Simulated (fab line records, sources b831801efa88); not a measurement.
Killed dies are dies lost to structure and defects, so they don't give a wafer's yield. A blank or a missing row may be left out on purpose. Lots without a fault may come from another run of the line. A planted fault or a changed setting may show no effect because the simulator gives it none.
Chamber matching | flow sky130 | SKY_CONTACT_ETCH_17 on rie_diel-02: 4 sister chambers
The step etches SiO2 in C4F8/O2/Ar, stops on Si3N4, target depth 340 nm. 7 wafers are shown with their chamber, then 7 later ones without.

WAFERS WITH THEIR CHAMBER
wafer  | chamber | rf_fwd_power_W (W) | bias_w (W)
L727.3 | 2       | 1491               | 1197
L727.6 | 0       | 1491               | 1201
L733.2 | 3       | 1491               | 1196
L733.3 | 0       | 1478               | 1200
L733.5 | 1       | 1500               | 1195
L737.1 | 2       | 1491               | 1207
L737.3 | 1       | 1496               | 1199

WAFERS WITHOUT THEIR CHAMBER
wafer  | rf_fwd_power_W (W) | bias_w (W)
L737.4 | 1488               | 1194
L739.3 | 1483               | 1196
L739.4 | 1489               | 1201
L739.5 | 1487               | 1196
L741.1 | 1490               | 1201
L741.2 | 1494               | 1201
L741.4 | 1482               | 1198

WHICH CHAMBER EACH WENT THROUGH
wafer  | from the rows above               | in truth
L737.4 | can't be placed: 3 or 0 or 2 or 1 | 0
L739.3 | can't be placed: 0 or 3 or 2 or 1 | 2
L739.4 | can't be placed: 2 or 0 or 3 or 1 | 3
L739.5 | can't be placed: 3 or 0 or 2 or 1 | 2
L741.1 | can't be placed: 2 or 0 or 3 or 1 | 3
L741.2 | can't be placed: 2 or 1 or 3 or 0 | 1
L741.4 | can't be placed: 0 or 3 or 2      | 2
Placed correctly: 0 of 7. Can't be placed from these rows: 7 (the true chamber is among the candidates in 7). Placed wrongly: 0.
How it was worked out, from the rows above alone: a wafer's distance from a chamber is the root of the sum, over the readings, of the square of ((its reading less the chamber's mean) divided by the reading's scatter). The wafer belongs to the nearest chamber; if the next one is less than 2 further off, it can't be placed. A chamber's mean is the mean of its shown wafers. The scatter: the root of (the sum of the squares of (reading less its chamber's mean) over the shown wafers, divided by (wafers less chambers)).
